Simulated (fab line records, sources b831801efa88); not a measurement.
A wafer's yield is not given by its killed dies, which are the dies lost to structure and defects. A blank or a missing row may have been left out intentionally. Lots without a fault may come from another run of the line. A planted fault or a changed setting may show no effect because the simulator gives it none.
What tool caused it? -- flow gf180mcu -- 7 lots, 21 wafers sampled, at 2 steps of a route of 602

WHAT EACH GAUGE READ, for each wafer
GF_TOP_METAL_THK_MEAS_06: measures by xrf.
lot,measured,on,TOP_METAL_ALCU_THK (nm)
L139,day 27 12:50,film metro-01,907 898 907
L141,day 28 04:34,film metro-01,911 899 897
L143,day 28 18:13,film metro-04,921 906 909
L150,day 30 21:58,film metro-04,904 912 912
L153,day 31 14:37,film metro-04,908 896 906
L156,day 32 09:49,film metro-04,896 903 908
L161,day 33 19:35,film metro-04,893 904 898

TOOL THAT RAN EACH LOT (tool first, then ch and the chambers of the sampled wafers, then the start)
lot,GF_VT_IMPLANT_WET_ETCH_50
L139,"wet bench-04 ch 1, day 7 20:22"
L141,"wet bench-04 ch 1, day 8 09:17"
L143,"wet bench-02 ch 2, day 8 22:07"
L150,"wet bench-04 ch 2, day 10 21:34"
L153,"wet bench-02 ch 1, day 11 18:09"
L156,"wet bench-03 ch 2, day 12 13:58"
L161,"wet bench-02 ch 0, day 14 00:51"
- GF_VT_IMPLANT_WET_ETCH_50: etches SiO2 in dHF, target depth 20 nm, time 400 s.

THE ANSWER, worked out from the rows above alone
Rule: what is usual is taken from the lots themselves. Put in order of their means at a reading, lots are off if they are a third of the lots or fewer, leave a main group of 4 or more, and stand apart from it by a gap of 3 or more times the standard deviation of the main group's means; of several such gaps the widest counts. A main group whose means are all the same, to the digits that the tables above print for the reading, isn't used. Also off: a lot with no number at a reading for which 4 or more lots have one. All remaining lots with rows at the step are treated as sound.
Across all readings shown, no lot is off: no conclusion can be drawn from this.

WHAT THE SIMULATOR HAD PUT IN
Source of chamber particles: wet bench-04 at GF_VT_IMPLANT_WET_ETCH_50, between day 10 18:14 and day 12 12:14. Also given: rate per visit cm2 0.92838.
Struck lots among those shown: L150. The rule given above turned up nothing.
